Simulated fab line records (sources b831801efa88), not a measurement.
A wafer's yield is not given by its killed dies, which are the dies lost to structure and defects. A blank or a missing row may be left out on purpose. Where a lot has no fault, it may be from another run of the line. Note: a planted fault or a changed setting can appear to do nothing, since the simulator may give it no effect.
Struck lot and sound lot, side by side + flow sky130 + 15 steps out of a route of 708
Sound: wafers L509.1, L509.3, L509.5. Struck: wafers L514.3, L514.5 (left out: L514.2, a lot-mate that was not struck); the cause follows at the end.
Each step with rows lists, per side, the tool, then ch with its chambers, then its first start. Under that, the readings that differ: sound wafers + struck wafers + difference of the means + sigmas: that difference in standard deviations of wafers without a fault.
alike: same words and numbers on both sides, and readings whose means sit less than 2 such deviations apart. not compared: any withheld reading, any reading some wafer has no value for, any bound like >300 that may hide the same value, and any number with overlapping values for which the record gives no deviation.
The two part at a step that has a row with sigmas, a row that says differs or no value, or rows on one side only. Numbers that have no deviation but don't overlap get no sigmas and don't part them. A reading that every wafer of one side lacks parts them only if that side has two wafers or more.

SKY_CAPM_SPUTTER_02: material TiN, target thk 200 nm, time 166.7 s.
  sound on pvd sputter-03, day 38 07:55; struck on pvd sputter-04, day 39 17:23
  alike: cathode dc power W, throttle valve pct
SKY_CAPM_RS_MEAS_03: the measuring method here is four-point-probe.
  sound on film metro-01, day 38 08:01; struck on film metro-03, day 39 17:31
  alike: CAPM_TIN_RS
SKY_CAPM_THK_MEAS_04: measures by xrf.
  sound on film metro-01, day 38 08:08; struck on film metro-03, day 39 17:37
  alike: CAPM_TIN_THK
then, 7 steps without rows for these wafers: SKY_CAPM_DEHYDRATE_05 (time 60 s); SKY_CAPM_HMDS_06 (prime time 60 s); SKY_CAPM_COAT_07 (resist thk 1140 nm); SKY_CAPM_SOFTBAKE_08 (time 60 s); SKY_CAPM_EXPOSE_09 (exposes mask CAPM, target cd 1000 nm); SKY_CAPM_PEB_10; SKY_CAPM_DEVELOP_11 (develop time 60 s).
SKY_CAPM_OVL_MEAS_12:
  sound on overlay-02, day 39 09:22; struck on overlay-02, day 40 19:28
  alike: CAPM_OVL
SKY_CAPM_METAL_ETCH_13: etches TiN in Cl2/BCl3, stops on SiO2, target depth 220 nm, time 62.9 s.
  sound on rie metal-03 ch 0,1, day 39 09:24; struck on rie metal-02 ch 1, day 40 19:30
  alike: bcl3 flow sccm, drypump motor current A, oes product au, throttle valve pct
  not compared: rf hours counter h
SKY_CAPM_STRIP_14: strips in O2/N2.
  sound on plasma asher-03 ch 1, day 39 09:29; struck on plasma asher-03 ch 0, day 40 19:35
| reading             | sound             | struck      | difference | sigmas |
|---------------------|-------------------|-------------|------------|--------|
| n2 flow sccm (sccm) | 300.5 300.7 299.6 | 239.6 239.3 | -60.8      | -67    |
  alike: drypump motor current A, oes product au, strip time to endpoint s
  not compared: rf hours counter h
then, 1 step without rows for these wafers: SKY_CAPM_STRIP_15 (strips in post etch residue remover, time 1200 s).
-- the record jumps here: 8 days lie between the struck wafers' starts before and after (it left off in module CAPM and takes up again in module PAD_OPEN, whose first step shown is number 708 of the route) --
SKY_PAD_OPEN_PROBE_99:
  sound on prober-02, day 47 10:23; struck on prober-01, day 48 15:58
  alike: defect limited yield, killed_at_M0_to_M3, killed_at_M4_up, killed at contacts, killed at front end, killed at other, killed dies, killed on rim, killed open, killed short, sort_bin_3_pad_short, sort_bin_5_function, sort_bin_6_memory, sort n pass, sort yield pct

== WHERE THEY PART ==
Within this record, at SKY_CAPM_STRIP_14 only. Later steps at which nothing parts them and some readings are alike: SKY_PAD_OPEN_PROBE_99.

WHY: whatever the simulator had introduced
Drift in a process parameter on plasma asher-03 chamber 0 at SKY_CAPM_STRIP_14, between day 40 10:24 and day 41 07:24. From 300, the setting n2 flow sccm moved by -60. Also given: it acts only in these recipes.
